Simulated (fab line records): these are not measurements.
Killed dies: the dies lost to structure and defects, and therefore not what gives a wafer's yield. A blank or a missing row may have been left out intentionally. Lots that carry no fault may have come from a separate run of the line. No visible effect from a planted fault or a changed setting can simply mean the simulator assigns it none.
The same fault as seen by 2 desks | flow gf180mcu | each desk holds nothing but its own numbers, with what lay behind them at the end

== THE TOOL OWNER'S DESK: rieMetal-03 ==
The tool's own readings at GF_M5_METAL_ETCH_10 (etches the open film in Cl2/BCl3, stops on SiO2, target depth 750.8 nm, time 125.1 s): means of the sampled wafers that have a number, for each lot that ran on this tool. The brackets show how far a lot's mean lies from the usual mean; more than 4 standard deviations puts the lot out of limits, marked OUT.
Columns: A = drypumpMotorCurrentA at GF_M5_METAL_ETCH_10, usual 5.5 A; B = oesProductAu at GF_M5_METAL_ETCH_10, usual 0.991 a.u.; C = throttleValvePct at GF_M5_METAL_ETCH_10, usual 28.228 %
lot  | first seen here | A   | B               | C
L594 | day 28 11:40    | 5.2 | 0.994           | 28.222
L605 | day 31 22:49    | 5.4 | 0.917 (-14) OUT | 28.304 (+6.9) OUT
Finding of this desk: L605 out of limits; the first was L605 at day 31 22:49, on oesProductAu at GF_M5_METAL_ETCH_10. In limits: L594.

== AT THE METROLOGY DESK ==
What the gauges read for every lot (on any tool): the sampled wafers with a number, averaged. The brackets show how far a lot's mean lies from the usual mean; more than 4 standard deviations puts the lot out of limits, marked OUT.
Columns: A = cdNm at GF_M5_CD_MEAS_07, usual 279.9 nm; B = M5_OVL at GF_M5_OVL_MEAS_08, usual 4 nm
lot  | first seen here | A     | B
L594 | day 28 11:29    | 278.4 | 1
L595 | day 28 15:34    | 282.0 | 11
L605 | day 31 22:38    | 280.4 | 4
L609 | day 32 18:37    | 280.7 | 6
L610 | day 32 20:22    | 280.4 | -2
This desk's finding: nothing out of limits on any of the 5 lots.

== BROUGHT TOGETHER ==
The tool owner's desk had the chance to raise an alarm at day 31 22:49 on L605.
From the metrology desk's view, nothing was out of limits.
The metrology desk holds a record of L605, inside its limits.
On rieMetal-03, each named lot ran GF_M5_METAL_ETCH_10.

== WHAT THE SIMULATOR HAD INSERTED ==
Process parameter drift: rieMetal-03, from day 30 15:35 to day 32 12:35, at GF_M5_METAL_ETCH_10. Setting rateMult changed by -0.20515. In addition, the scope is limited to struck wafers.
Struck lots among those shown: L605.
Hours from the fault's start to each desk's first reading out of limits: the tool owner's desk, 31.
